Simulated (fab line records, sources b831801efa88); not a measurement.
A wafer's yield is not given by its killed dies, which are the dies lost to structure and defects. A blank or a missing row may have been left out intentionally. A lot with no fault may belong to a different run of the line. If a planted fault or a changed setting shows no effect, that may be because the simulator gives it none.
Which tool is to blame? | flow sky130 | 24 lots with 72 wafers sampled at 6 steps, on a route of 708 steps

## WHAT THE GAUGES SHOWED, per wafer
SKY_VIA1_OVL_MEAS_13.
lot  | measured     | on         | VIA1_OVL (nm)
L074 | day 34 14:39 | overlay-01 | -2 4 0
L075 | day 34 16:55 | overlay-02 | -2 0 -3
L076 | day 34 17:16 | overlay-01 | -1 -3 -4
L077 | day 34 19:39 | overlay-01 | 0 2 4
L078 | day 35 06:52 | overlay-02 | -1 3 4
L079 | day 35 13:43 | overlay-01 | 5 6 1
L080 | day 35 20:07 | overlay-01 | 1 5 3
L081 | day 36 05:48 | overlay-02 | 8 -1 4
L082 | day 36 15:28 | overlay-02 | -3 -9 -1
L083 | day 36 21:06 | overlay-01 | -7 2 5
L084 | day 37 05:05 | overlay-02 | -6 2 -7
L085 | day 37 10:22 | overlay-02 | -1 -1 1
L086 | day 37 16:40 | overlay-01 | -4 -1 5
L087 | day 38 07:09 | overlay-02 | 0 3 3
L088 | day 38 07:40 | overlay-01 | 7 2 2
L089 | day 38 14:03 | overlay-02 | -8 -11 -16
L090 | day 38 23:33 | overlay-02 | 12 0 14
L091 | day 39 04:04 | overlay-02 | 10 5 2
L092 | day 39 16:49 | overlay-02 | 7 5 11
L093 | day 40 03:13 | overlay-02 | -5 5 2
L094 | day 40 10:22 | overlay-02 | -10 -1 -7
L095 | day 40 23:49 | overlay-02 | -1 5 3
L096 | day 41 01:55 | overlay-01 | -4 -2 1
L097 | day 41 17:01 | overlay-01 | -1 -3 -7

SKY_CAPM_RS_MEAS_03: uses a four-point probe to measure.
lot  | measured     | on            | CAPM_TIN_RS (ohm/sq)
L074 | day 36 22:56 | film_metro-01 | 7.33 7.23 7.31
L075 | day 37 00:54 | film_metro-02 | 7.20 7.23 7.22
L076 | day 37 02:42 | film_metro-02 | 7.33 7.21 7.23
L077 | day 37 03:47 | film_metro-01 | 7.26 7.13 7.27
L078 | day 37 15:27 | film_metro-04 | 7.32 7.26 7.35
L079 | day 37 22:28 | film_metro-02 | 7.25 7.34 7.31
L080 | day 38 05:07 | film_metro-01 | 7.27 7.29 7.30
L081 | day 38 13:48 | film_metro-02 | 7.08 7.30 7.24
L082 | day 38 23:01 | film_metro-01 | 7.25 7.33 7.33
L083 | day 39 05:13 | film_metro-04 | 7.10 7.22 7.12
L084 | day 39 12:05 | film_metro-04 | 7.13 7.30 7.19
L085 | day 39 17:28 | film_metro-04 | 7.29 7.13 7.19
L086 | day 39 23:41 | film_metro-04 | 7.19 7.22 7.10
L087 | day 40 11:59 | film_metro-02 | 7.12 7.24 7.21
L088 | day 40 13:53 | film_metro-01 | 7.27 7.31 7.33
L089 | day 40 19:13 | film_metro-04 | 7.36 7.35 7.34
L090 | day 41 06:07 | film_metro-02 | 7.17 7.25 7.26
L091 | day 41 09:19 | film_metro-02 | 7.07 7.18 7.26
L092 | day 41 21:43 | film_metro-02 | 7.24 7.14 7.23
L093 | day 42 07:09 | film_metro-01 | 7.19 7.20 7.22
L094 | day 42 14:20 | film_metro-02 | 7.41 7.49 7.45
L095 | day 43 05:48 | film_metro-01 | 7.33 7.29 7.25
L096 | day 43 06:10 | film_metro-02 | 7.17 7.08 7.19
L097 | day 43 20:48 | film_metro-02 | 7.27 7.36 7.36

SKY_VIA4_OVL_MEAS_11.
lot  | measured     | on         | VIA4_OVL (nm)
L074 | day 43 07:32 | overlay-02 | 0.8 -0.8 0.6
L075 | day 43 08:27 | overlay-01 | -0.1 0.9 -0.3
L076 | day 43 09:14 | overlay-02 | 1.6 -0.6 0.8
L077 | day 43 10:14 | overlay-01 | -1.3 -3.7 -1.8
L078 | day 43 19:30 | overlay-01 | -1.8 0.3 -0.3
L079 | day 44 02:58 | overlay-01 | 1.3 1.5 -2.9
L080 | day 44 09:41 | overlay-02 | -2.7 -3.1 -1.4
L081 | day 44 17:02 | overlay-01 | 1.8 0.7 -0.2
L082 | day 44 23:06 | overlay-02 | 0.5 -0.8 0.2
L083 | day 45 04:56 | overlay-01 | -0.8 -2.5 0.0
L084 | day 45 12:41 | overlay-02 | 1.4 -0.4 -1.3
L085 | day 45 17:21 | overlay-02 | -2.0 -0.1 0.2
L086 | day 45 20:56 | overlay-01 | 1.4 -0.1 1.8
L087 | day 46 09:42 | overlay-02 | 3.7 0.7 2.2
L088 | day 46 11:45 | overlay-01 | -0.7 -0.8 1.0
L089 | day 46 14:41 | overlay-02 | 2.4 1.9 2.8
L090 | day 47 00:23 | overlay-01 | -1.3 2.5 1.5
L091 | day 47 03:48 | overlay-02 | 1.2 0.2 1.1
L092 | day 47 13:59 | overlay-01 | -0.4 -0.4 -1.4
L093 | day 47 20:45 | overlay-01 | 0.0 0.3 1.2
L094 | day 48 02:59 | overlay-02 | -1.4 -1.7 -1.8
L095 | day 48 16:41 | overlay-02 | -1.5 -1.0 -1.0
L096 | day 48 16:23 | overlay-01 | 2.3 -0.4 0.5
L097 | day 49 04:21 | overlay-02 | 0.5 0.9 -0.3

## TOOL THAT RAN EACH LOT (tool first, then ch and the chambers of the sampled wafers, then the start)
lot  | SKY_METAL3_STRIP_19                  | SKY_VIA3_ETCH_15                   | SKY_METAL4_ETCH_17
L074 | plasma_asher-04 ch 1, day 39 03:49   | rie_diel-04 ch 1,2,3, day 40 04:56 | rie_diel-02 ch 0,1,3, day 42 07:37
L075 | plasma_asher-04 ch 0,1, day 39 04:10 | rie_diel-01 ch 1,2,3, day 40 06:28 | rie_diel-03 ch 0,2,3, day 42 07:58
L076 | plasma_asher-04 ch 0,1, day 39 05:04 | rie_diel-03 ch 0,2, day 40 07:14   | rie_diel-04 ch 1,2,3, day 42 08:19
L077 | plasma_asher-03 ch 0,1, day 39 05:25 | rie_diel-04 ch 1,2,3, day 40 07:35 | rie_diel-02 ch 0,2,3, day 42 09:43
L078 | plasma_asher-04 ch 0,1, day 39 18:19 | rie_diel-01 ch 0,3, day 40 19:32   | rie_diel-04 ch 1,2,3, day 42 19:58
L079 | plasma_asher-03 ch 0,1, day 40 00:41 | rie_diel-04 ch 2,3, day 41 02:20   | rie_diel-02 ch 0,2,3, day 43 03:20
L080 | plasma_asher-02 ch 0,1, day 40 07:38 | rie_diel-04 ch 1,2,3, day 41 08:53 | rie_diel-02 ch 1,2,3, day 43 10:13
L081 | plasma_asher-03 ch 0,1, day 40 16:04 | rie_diel-04 ch 1,2,3, day 41 16:26 | rie_diel-04 ch 0,2,3, day 43 17:40
L082 | plasma_asher-03 ch 0,1, day 40 23:38 | rie_diel-01 ch 0,1, day 42 01:05   | rie_diel-04 ch 1,2, day 44 00:23
L083 | plasma_asher-04 ch 0,1, day 41 05:55 | rie_diel-04 ch 1,3, day 42 07:14   | rie_diel-02 ch 0,2,3, day 44 06:46
L084 | plasma_asher-02 ch 0,1, day 41 13:16 | rie_diel-03 ch 0,3, day 42 14:05   | rie_diel-04 ch 0,2,3, day 44 13:35
L085 | plasma_asher-04 ch 0,1, day 41 17:53 | rie_diel-01 ch 2,3, day 42 18:38   | rie_diel-03 ch 0,3, day 44 17:52
L086 | plasma_asher-04 ch 0,1, day 41 23:29 | rie_diel-03 ch 0,2, day 43 00:29   | rie_diel-04 ch 0,1,2, day 44 22:28
L087 | plasma_asher-03 ch 0,1, day 42 12:34 | rie_diel-01 ch 2,3, day 43 13:02   | rie_diel-02 ch 0,1,2, day 45 10:42
L088 | plasma_asher-02 ch 0,1, day 42 13:56 | rie_diel-01 ch 0,3, day 43 14:18   | rie_diel-03 ch 1,3, day 45 12:40
L089 | plasma_asher-04 ch 0,1, day 42 18:34 | rie_diel-03 ch 1,2, day 43 18:35   | rie_diel-02 ch 0,1,2, day 45 16:43
L090 | plasma_asher-04 ch 0,1, day 43 05:49 | rie_diel-03 ch 0,2,3, day 44 05:32 | rie_diel-04 ch 0,2,3, day 46 02:35
L091 | plasma_asher-04 ch 0,1, day 43 08:40 | rie_diel-04 ch 0,1,3, day 44 08:20 | rie_diel-04 ch 0,1,3, day 46 06:21
L092 | plasma_asher-02 ch 0,1, day 43 21:10 | rie_diel-04 ch 0,2, day 44 20:17   | rie_diel-03 ch 0,1,3, day 46 17:19
L093 | plasma_asher-04 ch 0,1, day 44 05:31 | rie_diel-03 ch 0,2,3, day 45 03:53 | rie_diel-02 ch 0,1,3, day 47 00:11
L094 | plasma_asher-03 ch 0,1, day 44 12:00 | rie_diel-03 ch 0,1,3, day 45 10:08 | rie_diel-02 ch 0,1,3, day 47 06:32
L095 | plasma_asher-02 ch 0,1, day 45 03:07 | rie_diel-01 ch 0,2,3, day 46 02:26 | rie_diel-04 ch 0,1, day 47 20:33
L096 | plasma_asher-03 ch 0,1, day 45 03:28 | rie_diel-03 ch 0,2,3, day 46 02:44 | rie_diel-02 ch 0,2, day 47 20:28
L097 | plasma_asher-04 ch 0,1, day 45 17:44 | rie_diel-01 ch 0,2,3, day 46 15:14 | rie_diel-04 ch 1,2,3, day 48 08:49
- SKY_METAL3_STRIP_19: strips in O2/N2.
- SKY_VIA3_ETCH_15: etches SiO2 in C4F8/O2/Ar, stops on TiN, target depth 507 nm, time 78 s.
- SKY_METAL4_ETCH_17: etches SiO2 in C4F8/O2/Ar, stops on TiN, time 3.9 s, target depth 15 nm.

## WHAT THE TOOLS THEMSELVES READ (means of the sampled wafers that have a number; where no wafer has one, the mark that the record gives instead)
SKY_METAL3_STRIP_19.
lot  | tool            | drypump_motor_current_A (A) | oes_product_au (a.u.) | strip_time_to_endpoint_s (s)
L074 | plasma_asher-04 | 5.2                         | 0.507                 | 6.69
L075 | plasma_asher-04 | 5.1                         | 0.501                 | 6.52
L076 | plasma_asher-04 | 5.1                         | 0.497                 | 6.38
L077 | plasma_asher-03 | 5.5                         | 0.507                 | 6.61
L078 | plasma_asher-04 | 5.1                         | 0.495                 | 6.36
L079 | plasma_asher-03 | 5.7                         | 0.495                 | 6.35
L080 | plasma_asher-02 | 5.4                         | 0.502                 | 6.59
L081 | plasma_asher-03 | 5.5                         | 0.505                 | 6.63
L082 | plasma_asher-03 | 5.7                         | 0.502                 | 6.45
L083 | plasma_asher-04 | 5.1                         | 0.501                 | 6.58
L084 | plasma_asher-02 | 5.4                         | 0.492                 | 6.41
L085 | plasma_asher-04 | 5.1                         | 0.506                 | 6.60
L086 | plasma_asher-04 | 5.1                         | 0.498                 | 6.50
L087 | plasma_asher-03 | 5.8                         | 0.502                 | 6.52
L088 | plasma_asher-02 | 5.7                         | 0.497                 | 6.45
L089 | plasma_asher-04 | 5.1                         | 0.495                 | 6.39
L090 | plasma_asher-04 | 5.1                         | 0.500                 | 6.38
L091 | plasma_asher-04 | 5.1                         | 0.503                 | 6.52
L092 | plasma_asher-02 | 5.7                         | 0.505                 | 6.60
L093 | plasma_asher-04 | 5.1                         | 0.504                 | 6.55
L094 | plasma_asher-03 | 5.5                         | 0.494                 | 6.43
L095 | plasma_asher-02 | 5.4                         | 0.496                 | 6.42
L096 | plasma_asher-03 | 5.5                         | 0.493                 | 6.35
L097 | plasma_asher-04 | 5.1                         | 0.502                 | 6.42

SKY_VIA3_ETCH_15.
lot  | tool        | oes_product_au (a.u.)
L074 | rie_diel-04 | 0.938
L075 | rie_diel-01 | 0.943
L076 | rie_diel-03 | 0.945
L077 | rie_diel-04 | 0.941
L078 | rie_diel-01 | 0.940
L079 | rie_diel-04 | 0.942
L080 | rie_diel-04 | 0.935
L081 | rie_diel-04 | 0.932
L082 | rie_diel-01 | 0.937
L083 | rie_diel-04 | 0.943
L084 | rie_diel-03 | 0.941
L085 | rie_diel-01 | 0.942
L086 | rie_diel-03 | 0.939
L087 | rie_diel-01 | 0.943
L088 | rie_diel-01 | 0.940
L089 | rie_diel-03 | 0.946
L090 | rie_diel-03 | 0.936
L091 | rie_diel-04 | 0.943
L092 | rie_diel-04 | 0.941
L093 | rie_diel-03 | 0.939
L094 | rie_diel-03 | 0.944
L095 | rie_diel-01 | 0.940
L096 | rie_diel-03 | 0.941
L097 | rie_diel-01 | 0.940

SKY_METAL4_ETCH_17.
lot  | tool        | oes_product_au (a.u.)
L074 | rie_diel-02 | 0.754
L075 | rie_diel-03 | 0.764
L076 | rie_diel-04 | 0.757
L077 | rie_diel-02 | 0.757
L078 | rie_diel-04 | 0.758
L079 | rie_diel-02 | 0.762
L080 | rie_diel-02 | 0.750
L081 | rie_diel-04 | 0.756
L082 | rie_diel-04 | 0.752
L083 | rie_diel-02 | 0.754
L084 | rie_diel-04 | 0.754
L085 | rie_diel-03 | 0.755
L086 | rie_diel-04 | 0.749
L087 | rie_diel-02 | 0.763
L088 | rie_diel-03 | 0.756
L089 | rie_diel-02 | 0.752
L090 | rie_diel-04 | 0.748
L091 | rie_diel-04 | 0.754
L092 | rie_diel-03 | 0.756
L093 | rie_diel-02 | 0.759
L094 | rie_diel-02 | 0.751
L095 | rie_diel-04 | 0.749
L096 | rie_diel-02 | 0.756
L097 | rie_diel-04 | 0.757

## THE ANSWER, worked out from the rows above alone
Rule: the usual values come from the lots themselves. The widest of any qualifying gaps counts: lots, ordered by their means at a reading, are off when they make up no more than a third of the lots, leave a main group of 4 or more, and stand apart from it by 3 or more times the standard deviation of that group's means. Not used: any main group whose means are identical at the precision the tables above print for the reading. Also off: a lot with no number at a reading for which 4 or more lots have one. Any other lot the step has rows for is counted as sound. First the gauges in route order, then the tools' own readings, where a lot's mean is used as printed above. The first step at which some lot is off is used, and at that step the reading that is off furthest; a lot without a number counts as furthest.
No lot is off on any of the readings shown, so nothing can be concluded from this.

## WHAT THE SIMULATOR HAD PUT IN
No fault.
